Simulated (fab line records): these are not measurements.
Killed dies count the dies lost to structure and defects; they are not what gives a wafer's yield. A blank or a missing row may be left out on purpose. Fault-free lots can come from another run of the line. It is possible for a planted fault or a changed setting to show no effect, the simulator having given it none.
Which of the tools did it?    flow sky130    6 lots (18 wafers sampled), 1 step of a 708-step route

## WHAT EACH GAUGE READ, for each wafer
SKY_POLY_GATE_THK_MEAS_04.
lot   measured      on            POLY_GATE_CVD_03_THK (nm)
L788  day 17 01:09  filmMetro-01  75.1 74.7 75.0
L791  day 18 00:28  filmMetro-01  75.6 76.2 75.9
L795  day 19 13:34  filmMetro-02  74.5 75.2 74.8
L800  day 21 11:23  filmMetro-03  74.9 75.3 74.8
L802  day 21 23:47  filmMetro-03  74.1 74.1 74.8
L804  day 22 21:44  filmMetro-01  75.0 75.4 75.5

## WHAT TOOL EACH LOT RAN ON (gives the tool, then ch and the chambers of the sampled wafers, and finally the start)
There is no process step in the record ahead of these readings.

## THE ANSWER, worked out from the rows above alone
Rule: the lots themselves supply what counts as usual. The widest of any qualifying gaps counts: lots, ordered by their means at a reading, are off when they make up no more than a third of the lots, leave a main group of 4 or more, and stand apart from it by 3 or more times the standard deviation of that group's means. A main group whose means are all the same, to the digits that the tables above print for the reading, isn't used. Also off: a lot with no number at a reading for which 4 or more lots have one. Any other lot the step has rows for is counted as sound.
No lot is off at any reading shown: from this, nothing can be told.

## WHAT THE SIMULATOR HAD INSERTED
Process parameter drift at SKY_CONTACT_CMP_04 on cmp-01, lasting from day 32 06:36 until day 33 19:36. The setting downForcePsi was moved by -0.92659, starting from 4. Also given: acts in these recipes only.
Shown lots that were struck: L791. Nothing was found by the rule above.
